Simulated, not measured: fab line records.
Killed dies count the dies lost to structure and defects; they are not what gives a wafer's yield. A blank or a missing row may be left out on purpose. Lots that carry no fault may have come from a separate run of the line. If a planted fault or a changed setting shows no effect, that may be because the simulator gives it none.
2 desks, one fault || flow gf180mcu || each desk holds nothing but its own numbers, with what lay behind them at the end

== AT THE TOOL OWNER'S DESK: furnace-01 ==
The tool's own readings at GF_STI_OXIDATION_29 (stabilise 600 s, purge 300 s, target thk 10 nm): means of the sampled wafers that have a number, for each lot that ran on this tool. If a lot's mean is further than 4 standard deviations from the usual mean, the lot is out of limits and carries the mark OUT (the distance appears in the brackets). Of its 8 readings 7 are shown: the one that was out of limits first, and those that lie furthest out on some lot.
Columns: A = spike_tc_bottom_C at GF_STI_OXIDATION_29, usual 915.7 C; B = spike_tc_centre_C at GF_STI_OXIDATION_29, usual 900.2 C; C = spike_tc_lower_C at GF_STI_OXIDATION_29, usual 899.8 C; D = spike_tc_upper_C at GF_STI_OXIDATION_29, usual 900.1 C; E = tube_center_temp_C at GF_STI_OXIDATION_29, usual 900 C; F = tube_center_temp_C_max at GF_STI_OXIDATION_29, usual 902.3; G = zone_power_centre_pct at GF_STI_OXIDATION_29, usual 20.23 %
{"lot": "L975", "first seen here": "day 2 05:39", "A": 913.4, "B": 900.3, "C": 900.6, "D": 900.4, "E": 900, "F": 902.3, "G": 20.36}
{"lot": "L978", "first seen here": "day 2 20:13", "A": 914.0, "B": 900.3, "C": 899.9, "D": 899.8, "E": 900, "F": 902.4, "G": 20.23}
{"lot": "L979", "first seen here": "day 3 00:48", "A": 914.0, "B": 899.5, "C": 900.0, "D": 900.5, "E": 900, "F": 902.3, "G": 20.28}
{"lot": "L981", "first seen here": "day 3 15:41", "A": 925.4, "B": "910.3 (+10) OUT", "C": "911.3 (+10) OUT", "D": "911.9 (+12) OUT", "E": "911 (+99 or more) OUT", "F": "912.8 (+26) OUT", "G": 20.87}
{"lot": "L982", "first seen here": "day 3 17:04", "A": 924.5, "B": "909.2 (+9.3) OUT", "C": "911.1 (+10) OUT", "D": "910.0 (+10) OUT", "E": "911 (+99 or more) OUT", "F": "912.9 (+26) OUT", "G": 20.82}
{"lot": "L983", "first seen here": "day 3 23:31", "A": 924.2, "B": "911.9 (+12) OUT", "C": "910.3 (+9.5) OUT", "D": "911.1 (+11) OUT", "E": "911 (+99 or more) OUT", "F": "912.8 (+26) OUT", "G": 20.94}
{"lot": "L985", "first seen here": "day 4 10:08", "A": 925.1, "B": "910.6 (+11) OUT", "C": "910.5 (+9.7) OUT", "D": "911.1 (+11) OUT", "E": "911 (+99 or more) OUT", "F": "912.5 (+25) OUT", "G": 20.85}
{"lot": "L996", "first seen here": "day 6 21:07", "A": 913.7, "B": 899.9, "C": 900.9, "D": 900.3, "E": 900, "F": 902.5, "G": 20.18}
{"lot": "L997", "first seen here": "day 7 00:14", "A": 913.8, "B": 900.3, "C": 900.2, "D": 899.5, "E": 900, "F": 902.7, "G": 20.36}
This desk's finding: out of limits on L981, L982, L983, L985; first on L981, day 3 15:41 (spike_tc_centre_C at GF_STI_OXIDATION_29). In limits: L975, L978, L979, L996, L997.

== FROM THE METROLOGY DESK ==
Means of the sampled wafers that have a number, per lot and without regard to the tool the lot ran on: this is what the gauges read. If a lot's mean is further than 4 standard deviations from the usual mean, the lot is out of limits and carries the mark OUT (the distance appears in the brackets).
Columns: A = STI_OXIDATION_02_THK at GF_STI_THK_MEAS_30, usual 10.01 nm
{"lot": "L975", "first seen here": "day 2 07:02", "A": 10.03}
{"lot": "L978", "first seen here": "day 2 21:37", "A": 9.97}
{"lot": "L979", "first seen here": "day 3 02:12", "A": 10.03}
{"lot": "L981", "first seen here": "day 3 17:04", "A": "11.12 (+7.4) OUT"}
{"lot": "L982", "first seen here": "day 3 18:28", "A": "11.10 (+7.2) OUT"}
{"lot": "L983", "first seen here": "day 4 00:55", "A": "11.02 (+6.7) OUT"}
{"lot": "L985", "first seen here": "day 4 11:32", "A": "11.46 (+9.7) OUT"}
{"lot": "L990", "first seen here": "day 5 11:38", "A": 10.22}
{"lot": "L993", "first seen here": "day 6 02:44", "A": 9.87}
{"lot": "L996", "first seen here": "day 6 22:31", "A": 9.86}
{"lot": "L997", "first seen here": "day 7 01:38", "A": 9.86}
{"lot": "L998", "first seen here": "day 7 06:08", "A": 10.29}
This desk's finding: out of limits on L981, L982, L983, L985; first on L981, day 3 17:04 (STI_OXIDATION_02_THK at GF_STI_THK_MEAS_30). In limits: L975, L978, L979, L990, L993, L996, L997, L998.

== ALL TOGETHER ==
On L981, L982, L983, L985, at day 3 15:41, an alarm was possible from the tool owner's desk.
The metrology desk could have raised an alarm at day 3 17:04, on L981, L982, L983, L985.
Of the lots named, all ran GF_STI_OXIDATION_29 on furnace-01.

== WHAT THE SIMULATOR HAD PUT IN ==
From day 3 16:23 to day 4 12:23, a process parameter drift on furnace-01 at GF_STI_OXIDATION_29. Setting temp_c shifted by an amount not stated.
Shown lots that were struck: L981, L982, L983, L985.
